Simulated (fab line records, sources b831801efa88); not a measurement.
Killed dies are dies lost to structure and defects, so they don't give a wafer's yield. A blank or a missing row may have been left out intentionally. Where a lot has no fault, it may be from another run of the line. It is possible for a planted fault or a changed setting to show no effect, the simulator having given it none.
Comparing a struck lot with a sound one -- flow sky130 -- 43 out of 708 route steps
Sound: the wafers L955.1, L955.2, L955.5. Wafers struck: L964.1, L964.3, L964.4. The cause is named last.
Each step with rows lists, per side, the tool, then ch with its chambers, then its first start. Under that, the readings that differ: sound wafers -- struck wafers -- difference of the means -- sigmas: that difference in standard deviations of wafers without a fault.
alike: a reading whose means differ by less than 2 such deviations, as well as words and numbers matching on both sides. not compared: withheld readings; readings where some wafer has no value; bounds like >300 that might hide an equal value; numbers whose values overlap and for which the record gives no deviation.
Wherever a step has rows on one side only, a row that says differs or no value, or a row with sigmas, the two part there. When numbers do not overlap yet have no deviation, they are printed without sigmas and do not part them. A reading that every wafer of one side lacks parts them only if that side has two wafers or more.

first, 5 steps without rows for these wafers: SKY_GATE_OXIDE_COAT_05 (resist thk 1140 nm); SKY_GATE_OXIDE_SOFTBAKE_06 (time 60 s); SKY_GATE_OXIDE_EXPOSE_07 (exposes mask LVOM, target cd 600 nm); SKY_GATE_OXIDE_PEB_08; SKY_GATE_OXIDE_DEVELOP_09 (develop time 60 s).
SKY_GATE_OXIDE_OVL_MEAS_10:
  sound on overlay-02, day 15 05:14; struck on overlay-01, day 18 16:29
  alike: GATE_OXIDE_OVL
then, 2 steps without rows for these wafers: SKY_GATE_OXIDE_IMPLANT_11; SKY_GATE_OXIDE_WET_ETCH_12 (etches SiO2 in dHF, target depth 16.8 nm, time 336 s).
SKY_GATE_OXIDE_STRIP_13: strips in O2/N2.
  sound on plasma asher-01 ch 0,1, day 15 05:31; struck on plasma asher-01 ch 0,1, day 18 16:47
  alike: drypump motor current A, oes product au, strip time to endpoint s
  not compared: rf hours counter h
SKY_GATE_OXIDE_TW_MEAS_14:
  sound on film metro-01, day 15 05:37; struck on film metro-02, day 18 16:53
reading,sound,struck,difference,sigmas
GATE_OXIDE_TW,226.8 227.0 227.6,223.1 222.1 222.8,-4.5,-4
then, 2 steps without rows for these wafers: SKY_GATE_OXIDE_CLEAN_15 (cleans in SC1/SC2, time 150 s); SKY_GATE_OXIDE_OXIDATION_16 (stabilise 600 s, purge 300 s, target thk 3.57 nm).
SKY_POLY_GATE_CVD_00: deposits poly-Si, target thk 180 nm, time 720 s.
  sound on lpcvd-01 ch 0, day 15 08:18; struck on lpcvd-01 ch 1, day 18 19:59
reading,sound,struck,difference,sigmas
zone power top pct (%),19.8 20.2 19.8,14.4 14.1 14.3,-5.7,-2
  alike: spike tc lower C
SKY_POLY_GATE_THK_MEAS_01:
  sound on film metro-03, day 15 09:30; struck on film metro-03, day 18 21:47
  alike: POLY_GATE_CVD_00_THK
then, 8 steps without rows for these wafers: SKY_RES_PROTECT_DEHYDRATE_00 (time 60 s); SKY_RES_PROTECT_HMDS_01 (prime time 60 s); SKY_RES_PROTECT_COAT_02 (resist thk 1140 nm); SKY_RES_PROTECT_SOFTBAKE_03 (time 60 s); SKY_RES_PROTECT_EXPOSE_04 (exposes mask RPM, target cd 1270 nm); SKY_RES_PROTECT_PEB_05; SKY_RES_PROTECT_DEVELOP_06 (develop time 60 s); SKY_POLY_GATE_IMPLANT_02.
SKY_RES_PROTECT_STRIP_07: strips in O2/N2.
  sound on plasma asher-03 ch 0,1, day 16 13:16; struck on plasma asher-01 ch 0,1, day 20 04:38
reading,sound,struck,difference,sigmas
oes product au (a.u.),0.521 0.520 0.524,0.511 0.519 0.508,-0.009,-2
  alike: drypump motor current A, strip time to endpoint s
  not compared: rf hours counter h
SKY_RES_PROTECT_TW_MEAS_08:
  sound on film metro-03, day 16 13:22; struck on film metro-04, day 20 04:44
reading,sound,struck,difference,sigmas
POLY_GATE_TW,4091 4098 4068,3983 3991 4007,-92,-3
then, 2 steps without rows for these wafers: SKY_RES_PROTECT_CLEAN_09 (cleans in SC1/SC2, time 150 s); SKY_POLY_GATE_CVD_03 (deposits Si3N4 from DCS/NH3, target thk 75 nm, time 1290 s).
SKY_POLY_GATE_THK_MEAS_04:
  sound on film metro-02, day 16 16:08; struck on film metro-03, day 20 06:56
  alike: POLY_GATE_CVD_03_THK
then, 8 steps without rows for these wafers: SKY_POLY_GATE_DEHYDRATE_05 (time 60 s); SKY_POLY_GATE_HMDS_06 (prime time 60 s); SKY_POLY_GATE_COAT_07 (resist thk 110 nm); SKY_POLY_GATE_COAT_08 (resist thk 450 nm); SKY_POLY_GATE_SOFTBAKE_09 (time 90 s); SKY_POLY_GATE_EXPOSE_10 (exposes mask P1M, target cd 150 nm); SKY_POLY_GATE_PEB_11; SKY_POLY_GATE_DEVELOP_12 (develop time 60 s).
SKY_POLY_GATE_CD_MEAS_13 targets a cd of 150 nm.
  sound on cd sem-01, day 17 21:48; struck on cd sem-01, day 21 13:40
  alike: cd nm
SKY_POLY_GATE_OVL_MEAS_14:
  sound on overlay-02, day 17 21:55; struck on overlay-01, day 21 13:47
  alike: POLY_GATE_OVL
SKY_POLY_GATE_ETCH_15: etches BARC in N2/H2, stops on SiO2, time 118.5 s, target depth 110 nm.
  sound on rie diel-04 ch 0,3, day 17 21:57; struck on rie diel-04 ch 0,2,3, day 21 13:50
  alike: drypump motor current A, oes product au, throttle valve pct
  not compared: rf hours counter h
then, 1 step without rows for these wafers: SKY_POLY_GATE_ETCH_16 (etches Si3N4 in CH3F/O2, stops on poly-Si, time 147.5 s, target depth 75 nm).
SKY_POLY_GATE_ETCH_17: etches poly-Si in HBr/Cl2, stops on SiO2, target depth 180 nm, time 70.5 s.
  sound on rie si-02 ch 0,2,3, day 17 22:08; struck on rie si-01 ch 0,2,3, day 21 14:01
  alike: drypump motor current A, oes product au, throttle valve pct
  not compared: rf hours counter h
SKY_POLY_GATE_STRIP_18: strips in O2/N2.
  sound on plasma asher-02 ch 0,1, day 17 22:11; struck on plasma asher-02 ch 0,1, day 21 14:04
  alike: drypump motor current A, oes product au, strip time to endpoint s
  not compared: rf hours counter h
then, 1 step without rows for these wafers: SKY_POLY_GATE_CLEAN_19 (cleans in SC1/SC2, time 150 s).
-- the record jumps here: 27 days lie between the struck wafers' starts before and after (it left off in module POLY_GATE and takes up again in module PAD_OPEN, whose first step shown is number 708 of the route) --
SKY_PAD_OPEN_PROBE_99:
  sound on prober-01, day 46 19:26; struck on prober-02, day 48 23:57
reading,sound,struck,difference,sigmas
killed at front end,12 18 10,59 64 57,+47,+11
killed dies,65 96 82,114 126 130,+42,+5
  alike: killed_at_M0_to_M3, killed_at_M4_up, killed at contacts, killed at other, killed open, killed short

WHERE THEY PART
At SKY_GATE_OXIDE_TW_MEAS_14 first; at SKY_PAD_OPEN_PROBE_99 last (within this record only).

WHY: what had been put in by the simulator
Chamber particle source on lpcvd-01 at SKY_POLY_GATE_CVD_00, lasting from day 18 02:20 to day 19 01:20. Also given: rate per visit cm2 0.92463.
